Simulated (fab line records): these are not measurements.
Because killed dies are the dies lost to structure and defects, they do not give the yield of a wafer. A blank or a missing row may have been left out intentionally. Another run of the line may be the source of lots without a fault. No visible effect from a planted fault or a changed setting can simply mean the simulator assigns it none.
fab line records	flow sky130
record: lots: 5	wafers: 15	lastDay: 49
route steps=708 shown SD_P@324 RES_XHIGH@332 SD_N@342 PAD_OPEN@708
lots that met no fault: taken from a fault-free run of the same line
startH: the number of hours between the record's first day and the start of the first shown wafer of the lot	waitH: hours since the lot's step before	" unchanged from the row above	L1.1+2: a single row standing in for several wafers	- no value present, or no start provided	* or withheld: withheld	< > ~ a bound
route shown NAME@n: names a module that has steps shown in the file, with the first one's number in the route	usual: mean/standard deviation taken from wafers without a fault	same: alike in all rows	chamber/n: place in a boat	sites: each site's reading	_std_site: standard deviation across them	_edge_site: inner sites' mean taken away from outer sites' mean	radiusMm: for every site, how far away it sits from the centre of the wafer	mask NAME#n: copy n	behind: the tool/chamber that last shaped the wafer	hold: the reason the lot was held/the length of the hold in hours/how it ended	device: whichever transistor did not switch (one of n, p or np)	end of line: tests run on the same wafers once the route is complete	for a step that has no rows: nothing shown but its recipe	killed: the dies lost at the first sort to structure and to defects; this is not the yield of the wafer	map: shows each die of a wafer: x if killed, . if not, _ if none is there
set.NAME: the setting that was run; set.NAME@STEP: the one run at that earlier step	model.NAME: the simulator's own value behind a step, which no gauge read
certain route steps with their lots: each step a table, each wafer a row
services: from which hour (startH, from the record's first day; less than 0 if before it) a tool's chamber was out of use, for how many hours, and why
== steps ==
step: SKY_SD_P_EXPOSE_04
recipe: maskId: PSDM	na: 0.6	sourceShape: conventional	sigmaOuter: 0.6	polarization: unpolarized	targetCdNm: 380	doseMj: 138
step: SKY_SD_P_PEB_05
recipe: tempC: withheld	timeS: *	resist: NOVOLAK
step: SKY_SD_P_DEVELOP_06
recipe: resist: NOVOLAK	developer: TMAH	developTimeS: 57.7	devTempC: 23
step: SKY_SD_P_CD_MEAS_07
recipe: targetCdNm: 380
usual: cdNm: 379.2/2.4
lot.wafer	tool	chamber	startH	waitH	cdNm
L358.1	cdSem-01	-	619.36	0.1	381.2
L358.4	"	-	"	"	381.2
L358.6	"	-	"	"	381.8
L359.2	cdSem-01	-	622.79	0.1	383.9
L359.3	"	-	"	"	382.5
L359.4	"	-	"	"	382.5
L366.1	cdSem-02	-	687.77	0.1	379.5
L366.4	"	-	"	"	376.7
L366.6	"	-	"	"	376.9
L371.3	cdSem-01	-	724.15	0.1	378.2
L371.4	"	-	"	"	382.2
L371.6	"	-	"	"	379.0
L373.1	cdSem-02	-	740.86	0.1	377.6
L373.3	"	-	"	"	379.6
L373.4	"	-	"	"	374.1
step: SKY_SD_P_OVL_MEAS_08
usual: SD_P_OVL: 0.6/1.5
lot.wafer	tool	chamber	startH	waitH	SD_P_OVL[nm]
L358.1	overlay-01	-	619.48	0.1	1.2
L358.4	"	-	"	"	-0.4
L358.6	"	-	"	"	0.8
L359.2	overlay-02	-	622.90	0.1	0.5
L359.3	"	-	"	"	-0.5
L359.4	"	-	"	"	-0.3
L366.1	overlay-02	-	687.89	0.1	-1.2
L366.4	"	-	"	"	-0.6
L366.6	"	-	"	"	-1.6
L371.3	overlay-02	-	724.24	0.1	1.1
L371.4	"	-	"	"	-0.3
L371.6	"	-	"	"	1.9
L373.1	overlay-02	-	740.98	0.1	2.1
L373.3	"	-	"	"	1.0
L373.4	"	-	"	"	1.0
step: SKY_SD_P_IMPLANT_09
recipe: species: BF2	energyKev: 20	doseCm2: 3e+15	tiltDeg: 0
step: SKY_SD_P_STRIP_10
recipe: chemistry: O2/N2	powerW: 1400	pressureMtorr: 1500	platenTempC: withheld	o2FlowSccm: 3000	n2FlowSccm: 300	overashFraction: 0.5
usual: drypumpMotorCurrentA: 5.7/0.53	n2FlowSccm: 300.1/0.9	oesProductAu: 0.617/0.0053	stripTimeToEndpointS: 17.51/0.036
lot.wafer	tool	chamber	startH	waitH	drypumpMotorCurrentA	n2FlowSccm	oesProductAu	rfHoursCounterH	stripTimeToEndpointS
L358.1	plasmaAsher-01	1	619.67	0.1	4.9	299.0	0.613	54	17.54
L358.4	"	1	"	"	4.9	299.7	0.617	-	17.57
L358.6	"	0	"	"	5.8	300.0	0.607	-	17.53
L359.2	plasmaAsher-01	0	623.08	0.1	5.8	299.7	0.616	54	17.47
L359.3	"	0	"	"	5.8	299.4	0.611	-	17.46
L359.4	"	1	"	"	4.9	301.2	0.618	-	17.47
L366.1	plasmaAsher-04	1	688.08	0.1	6.4	299.0	0.615	83	17.48
L366.4	"	1	"	"	6.4	297.7	0.612	-	17.53
L366.6	"	0	"	"	5.8	298.5	0.611	-	17.49
L371.3	plasmaAsher-01	0	724.45	0.1	5.8	301.4	0.626	-	17.48
L371.4	"	1	"	"	4.9	299.9	0.621	-	17.50
L371.6	"	0	"	"	5.8	300.2	0.613	-	17.47
L373.1	plasmaAsher-01	0	741.17	0.1	5.8	299.4	0.623	66	17.51
L373.3	"	1	"	"	4.9	300.3	0.623	-	17.48
L373.4	"	0	"	"	5.8	299.7	0.621	-	17.50
step: SKY_SD_P_TW_MEAS_11
usual: SD_P_TW: 2833/21
lot.wafer	tool	chamber	startH	waitH	SD_P_TW
L358.1	filmMetro-03	-	619.77	0.1	2852
L358.4	"	-	"	"	2857
L358.6	"	-	"	"	2831
L359.2	filmMetro-03	-	623.19	0.1	2839
L359.3	"	-	"	"	2837
L359.4	"	-	"	"	2817
L366.1	filmMetro-04	-	688.18	0.1	2835
L366.4	"	-	"	"	2823
L366.6	"	-	"	"	2815
L371.3	filmMetro-02	-	724.54	0.1	2851
L371.4	"	-	"	"	2847
L371.6	"	-	"	"	2845
L373.1	filmMetro-04	-	741.27	0.1	2824
L373.3	"	-	"	"	2828
L373.4	"	-	"	"	2847
step: SKY_RES_XHIGH_DEHYDRATE_00
recipe: tempC: 200	timeS: 60
step: SKY_RES_XHIGH_HMDS_01
recipe: primeTimeS: 60	primeTempC: 120
step: SKY_RES_XHIGH_COAT_02
recipe: resist: NOVOLAK	spinRpm: 3000	resistThkNm: 1140
step: SKY_RES_XHIGH_SOFTBAKE_03
recipe: tempC: 90	timeS: 60	resist: NOVOLAK
step: SKY_RES_XHIGH_EXPOSE_04
recipe: maskId: URPM	na: 0.6	sourceShape: conventional	sigmaOuter: 0.6	polarization: unpolarized	targetCdNm: 1270	doseMj: 140
lot.wafer	tool	chamber	startH	waitH	mask
L358.1+4+6	ilineStepper-02	0	634.69	-	URPM#0
L359.2+3+4	ilineStepper-01	0	638.01	-	URPM#0
L366.1+4+6	ilineStepper-02	0	702.00	-	URPM#0
L371.3+4+6	ilineStepper-01	0	739.10	-	NSDM#0
L373.1+3+4	ilineStepper-01	0	755.59	-	URPM#0
step: SKY_RES_XHIGH_PEB_05
recipe: tempC: withheld	timeS: *	resist: NOVOLAK
step: SKY_RES_XHIGH_DEVELOP_06
recipe: resist: NOVOLAK	developer: TMAH	developTimeS: 60	devTempC: 23
step: SKY_RES_XHIGH_IMPLANT_07
recipe: species: BF2	energyKev: 20	doseCm2: 3.6e+14	tiltDeg: 0
step: SKY_RES_XHIGH_STRIP_08
recipe: chemistry: O2/N2	powerW: 1400	pressureMtorr: 1500	platenTempC: withheld	o2FlowSccm: 3000	n2FlowSccm: 300	overashFraction: 0.5
usual: drypumpMotorCurrentA: 5.8/0.44	n2FlowSccm: 299.9/0.87	oesProductAu: 0.711/0.0042	stripTimeToEndpointS: 14.29/0.046
lot.wafer	tool	chamber	startH	waitH	drypumpMotorCurrentA	n2FlowSccm	oesProductAu	rfHoursCounterH	stripTimeToEndpointS
L358.1	plasmaAsher-02	0	649.11	0.1	5.8	300.3	0.706	20	14.30
L358.4	"	0	"	"	5.8	301.5	0.713	-	14.25
L358.6	"	0	"	"	5.8	300.1	0.709	-	14.31
L359.2	plasmaAsher-03	1	652.16	0.1	6.2	300.5	0.712	101	14.29
L359.3	"	1	"	"	6.2	301.0	0.714	-	14.28
L359.4	"	0	"	"	6.2	299.2	0.714	-	14.26
L366.1	plasmaAsher-02	0	716.06	0.1	5.9	300.1	0.710	26	14.35
L366.4	"	1	"	"	5.1	299.5	0.712	-	14.35
L366.6	"	0	"	"	5.8	301.0	0.712	-	14.34
L371.3	plasmaAsher-03	1	752.90	0.1	6.2	298.9	0.709	-	14.35
L371.4	"	0	"	"	6.2	299.5	0.714	-	14.32
L371.6	"	1	"	"	6.2	299.3	0.706	-	14.33
L373.1	plasmaAsher-02	1	769.46	0.1	5.1	300.6	0.709	32	14.33
L373.3	"	1	"	"	5.1	299.6	0.719	-	14.35
L373.4	"	0	"	"	5.9	299.4	0.714	-	14.33
step: SKY_RES_XHIGH_TW_MEAS_09
usual: RES_XHIGH_TW: 1643/12
lot.wafer	tool	chamber	startH	waitH	RES_XHIGH_TW
L358.1	filmMetro-03	-	649.21	0.1	1635
L358.4	"	-	"	"	1626
L358.6	"	-	"	"	1626
L359.2	filmMetro-02	-	652.27	0.1	1638
L359.3	"	-	"	"	1643
L359.4	"	-	"	"	1644
L366.1	filmMetro-04	-	716.16	0.1	1641
L366.4	"	-	"	"	1642
L366.6	"	-	"	"	1644
L371.3	filmMetro-03	-	752.98	0.1	30
L371.4	"	-	"	"	30
L371.6	"	-	"	"	30
L373.1	filmMetro-02	-	769.56	0.1	1654
L373.3	"	-	"	"	1654
L373.4	"	-	"	"	1657
step: SKY_SD_N_DEHYDRATE_00
recipe: tempC: 200	timeS: 60
step: SKY_PAD_OPEN_PROBE_99
usual: killed_at_M0_to_M3: 43/7	killed_at_M4_up: 3.0/1.9	killedAtContacts: 24/4.6	killedAtFrontEnd: 15/4.1	killedAtOther: 0.3/0.52	killedDies: 84/9.7	killedOnRim: 16/3.6	killedOpen: 46/6.9	killedShort: 38/6.8
same: grossDies: 492	killedAtBackSide: 0
lot.wafer	tool	chamber	startH	waitH	killed_at_M0_to_M3	killed_at_M4_up	killedAtContacts	killedAtFrontEnd	killedAtOther	killedDies	killedOnRim	killedOpen	killedShort	model.etest.resNdiff.lineOhmUm	model.etest.nfetG5v0d10v5.rOnOhmUm	model.etest.sonosUncharged.rOnOhmUm	model.etest.nfet_01v8.rOnOhmUm	model.etest.liconNdiff.rcOhm	model.etest.resNdiff.rsOhmSq	model.etest.nfet_01v8_lvt.driveUaUm	model.etest.resNdiffHv.rsOhmSq
L358.1	prober-01	-	1098.62	0.1	42	3	23	14	0	82	18	46	36	770.6	1902	816.2	853.9	182	121	567.5	114.4
L358.4	prober-01	-	1098.77	0.2	38	6	14	10	0	68	15	37	31	774.6	1871	803.6	837.5	190.5	120.1	574.6	115.3
L358.6	prober-01	-	1098.87	0.2	31	3	21	8	0	63	11	30	33	737.7	1884	806.1	821.7	189.4	119.3	592	114.1
L359.2	prober-02	-	1102.41	0.1	46	3	30	12	0	91	17	50	41	804.2	1896	802.8	815.6	181.2	122.9	580.5	116.4
L359.3	prober-02	-	1102.46	0.2	44	2	23	13	0	82	16	50	32	785.3	1885	811	836.5	175	122.5	571.1	115.4
L366.1	prober-02	-	1145.68	0.1	43	2	26	13	2	86	16	40	44	765.5	1835	780.2	814.3	182.1	120.1	582.8	113.5
L366.4	prober-02	-	1145.83	0.2	50	5	28	20	2	105	19	50	51	768	1848	793.2	828	184.3	119.7	572.3	112.5
L366.6	prober-02	-	1145.93	0.2	43	1	24	19	1	88	13	53	34	735.1	1897	784.6	854.7	180.8	118.9	571.5	113.1
L371.3	prober-01	-	1169.38	0.2	39	4	21	19	409	492	96	45	39	925.1	1978	862.5	915	209.5	147.8	514.1	134.6
L371.4	prober-01	-	1169.43	0.2	37	2	30	9	414	492	96	42	36	945.1	1995	871	914.7	224.8	147.5	527.7	134.6
L371.6	prober-01	-	1169.53	0.2	41	1	23	12	415	492	96	45	31	943	2011	878.9	918.6	228.2	149.5	523.4	135.2
L373.1	prober-01	-	1178.71	0.1	34	2	22	14	0	72	15	37	34	766.2	1895	812	840.5	174.1	121.6	576.9	115.3
L373.3	prober-01	-	1178.81	0.2	43	5	28	10	0	86	20	45	39	769.7	1896	790.2	852.2	172.2	121	560.6	114.7
L373.4	prober-01	-	1178.86	0.2	34	2	23	16	1	76	13	48	26	773.1	1828	776.9	800.4	177.6	121.8	594.7	115.2
killed by level:class
L358.1 CONTACT:geometricParticle:open=11 LI_CONTACT:geometricParticle:open=8 METAL2:geometricParticle:short=8 VIA3:geometricParticle:open=8 FIELD_ISO:geometricParticle:short=6 METAL1:geometricParticle:short=6 VIA1:geometricParticle:open=5 POLY_GATE:geometricParticle:open=4
L358.4 CONTACT:geometricParticle:open=7 VIA2:geometricParticle:open=5 METAL1:geometricParticle:short=5 VIA1:geometricParticle:open=5 VIA2:geometricParticle:short=5 VIA3:geometricParticle:open=5 POLY_GATE:geometricParticle:open=4 METAL2:geometricParticle:short=4
L358.6 CONTACT:geometricParticle:short=8 VIA1:geometricParticle:open=7 VIA3:geometricParticle:open=7 CONTACT:geometricParticle:open=6 LOCAL_INTERCONNECT:geometricParticle:short=4 FIELD_ISO:geometricParticle:short=3 POLY_GATE:geometricParticle:short=3 VIA2:geometricParticle:short=3
L359.2 CONTACT:geometricParticle:open=11 VIA1:geometricParticle:open=10 LI_CONTACT:geometricParticle:open=9 VIA1:geometricParticle:short=7 LOCAL_INTERCONNECT:geometricParticle:short=6 POLY_GATE:geometricParticle:short=5 METAL1:geometricParticle:short=5 POLY_GATE:geometricParticle:open=4
L359.3 VIA1:geometricParticle:open=15 CONTACT:geometricParticle:open=11 VIA2:geometricParticle:open=8 VIA3:geometricParticle:open=6 VIA1:geometricParticle:short=5 POLY_GATE:geometricParticle:short=5 LOCAL_INTERCONNECT:geometricParticle:short=5 LI_CONTACT:geometricParticle:open=5
L366.1 VIA2:geometricParticle:open=8 LI_CONTACT:geometricParticle:open=7 VIA1:geometricParticle:short=7 VIA1:geometricParticle:open=7 CONTACT:geometricParticle:open=6 METAL2:geometricParticle:short=6 POLY_GATE:geometricParticle:short=5 LOCAL_INTERCONNECT:geometricParticle:short=4
L366.4 VIA1:geometricParticle:open=12 LOCAL_INTERCONNECT:geometricParticle:short=9 METAL1:geometricParticle:short=9 VIA3:geometricParticle:open=8 CONTACT:geometricParticle:open=6 POLY_GATE:geometricParticle:short=5 VIA2:geometricParticle:open=5 METAL2:geometricParticle:short=5
L366.6 CONTACT:geometricParticle:open=10 VIA1:geometricParticle:open=10 FIELD_ISO:geometricParticle:open=8 METAL2:geometricParticle:short=6 LI_CONTACT:geometricParticle:open=5 LOCAL_INTERCONNECT:geometricParticle:short=5 VIA2:geometricParticle:open=5 VIA3:geometricParticle:open=5
L371.3 RES_XHIGH:areaExpose=408 VIA1:geometricParticle:open=11 CONTACT:geometricParticle:open=7 FIELD_ISO:geometricParticle:short=6 LOCAL_INTERCONNECT:geometricParticle:short=5 METAL1:geometricParticle:open=5 VIA3:geometricParticle:open=5 FIELD_ISO:geometricParticle:open=4
L371.4 RES_XHIGH:areaExpose=414 CONTACT:geometricParticle:open=13 CONTACT:geometricParticle:short=7 VIA1:geometricParticle:open=7 VIA3:geometricParticle:open=7 LOCAL_INTERCONNECT:geometricParticle:short=6 METAL1:geometricParticle:short=4 VIA2:geometricParticle:open=4
L371.6 RES_XHIGH:areaExpose=415 CONTACT:geometricParticle:open=10 VIA1:geometricParticle:open=9 VIA3:geometricParticle:open=6 METAL1:geometricParticle:short=6 LI_CONTACT:geometricParticle:open=5 METAL2:geometricParticle:short=5 POLY_GATE:geometricParticle:short=4
L373.1 LI_CONTACT:geometricParticle:open=7 VIA3:geometricParticle:open=6 CONTACT:geometricParticle:open=5 METAL1:geometricParticle:short=5 POLY_GATE:geometricParticle:open=4 CONTACT:geometricParticle:short=4 METAL2:geometricParticle:short=4 VIA1:geometricParticle:open=4
L373.3 CONTACT:geometricParticle:open=8 VIA2:geometricParticle:open=8 LI_CONTACT:geometricParticle:open=7 LOCAL_INTERCONNECT:geometricParticle:short=6 VIA3:geometricParticle:open=6 METAL3:geometricParticle:short=6 CONTACT:geometricParticle:short=5 VIA1:geometricParticle:open=5
L373.4 CONTACT:geometricParticle:open=9 VIA1:geometricParticle:open=9 VIA3:geometricParticle:open=9 LI_CONTACT:geometricParticle:open=6 METAL1:geometricParticle:short=6 FIELD_ISO:geometricParticle:open=5 VIA2:geometricParticle:open=5 SPACER:geometricParticle:short=4
map L371.3 (x killed, . not)
__________xxxxxxxxxx_________
________xxxxxxxxxxxxxx_______
______xxxxxxxxxxxxxxxxxx_____
_____xxxxxxxxxxxxxxxxxxxx____
____xxxxxxxxxxxxxxxxxxxxxx___
___xxxxxxxxxxxxxxxxxxxxxxxx__
__xxxxxxxxxxxxxxxxxxxxxxxxxx_
_xxxxxxxxxxxxxxxxxxxxxxxxxxxx
_xxxxxxxxxxxxxxxxxxxxxxxxxxxx
_xxxxxxxxxxxxxxxxxxxxxxxxxxxx
_xxxxxxxxxxxxxxxxxxxxxxxxxxxx
_xxxxxxxxxxxxxxxxxxxxxxxxxxxx
_xxxxxxxxxxxxxxxxxxxxxxxxxxxx
_xxxxxxxxxxxxxxxxxxxxxxxxxxxx
_xxxxxxxxxxxxxxxxxxxxxxxxxxxx
__xxxxxxxxxxxxxxxxxxxxxxxxxx_
___xxxxxxxxxxxxxxxxxxxxxxxx__
____xxxxxxxxxxxxxxxxxxxxxx___
_____xxxxxxxxxxxxxxxxxxxx____
______xxxxxxxxxxxxxxxxxx_____
________xxxxxxxxxxxxxx_______
__________xxxxxxxxxx_________
map L359.2 (x killed, . not)
__________.........._________
________......x....x.._______
______.......x.x..xx...._____
_____xxx.........x..x....____
____x...x.....x...x.x.....___
___..x................x....__
__.x....x....xx....x....x.x._
_x.............x..x......x...
_..........x................x
_....x..x.................xx.
_..x.x.......x......x........
_...x.xx..x...x..x.xx.....x..
_x.x.x..xx...xx..........xx.x
_.................x..........
_.x....x..........xxx........
__..x...........x....x..x..._
___......x....x..x...xx....__
____x....x...x.........x..___
_____.x.x......x.x.x.....____
______....x........x..x._____
________...xx.x.....x._______
__________.x.x......_________
== services ==
tool	chamber	startH	hours	kind
plasmaAsher-01	-	611.56	2.2	repair
ilineStepper-02	-	616.47	1.7	pm
ilineStepper-02	0	624.83	-	calibration
ilineStepper-01	-	650.42	1.7	pm
ilineStepper-02	-	667.08	4.4	pm
ilineStepper-01	-	673.58	7.5	repair
plasmaAsher-03	-	683.83	8.2	pm
plasmaAsher-04	-	694.82	4.3	repair
ilineStepper-01	-	700.23	2.4	repair
plasmaAsher-03	-	733.75	9.0	pm
plasmaAsher-03	0	733.75	9.0	ventCycle
plasmaAsher-03	1	733.75	9.0	ventCycle
plasmaAsher-04	-	740.58	4.5	repair
plasmaAsher-03	-	742.75	2.8	pm
plasmaAsher-03	0	742.75	-	clean
plasmaAsher-03	1	742.75	-	clean
plasmaAsher-02	-	760.17	2.8	pm
== key ==
firstSign: step: SKY_RES_XHIGH_EXPOSE_04	reading: mask	direction: changed
effect: step: SKY_RES_XHIGH_TW_MEAS_09	reading: RES_XHIGH_TW	direction: down	sigmas: 99+	usual: 1643	struck: 30
effect: step: SKY_PAD_OPEN_PROBE_99	reading: killedAtOther	direction: up	sigmas: 99+	usual: 0.3	struck: 412.7
modelEffect: step: SKY_PAD_OPEN_PROBE_99	value: etest.resNdiff.lineOhmUm	without: 754.6	struck: 937.7
moreKillsBornAt: SKY_RES_XHIGH_EXPOSE_04@ilineStepper-01: 1237
metAt SKY_RES_XHIGH_EXPOSE_04
struckWafers L371.3,L371.4,L371.6
testerLeftOut L371
onsetBetween 638.01 739.10
fault: kind: wrongMask	tool: any	chamber: -	onsetH: 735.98	steps: SKY_RES_XHIGH_EXPOSE_04	auxCopy: NSDM#0	scope: struckLotsOnly
testerLeftOut: of these lots the tester's yield and bins aren't shown, on N5 and GAA mostly nor the transistor test; their killed dies are dies lost to structure and defects alone, not to doping, threshold or leakage, so they don't give the yield
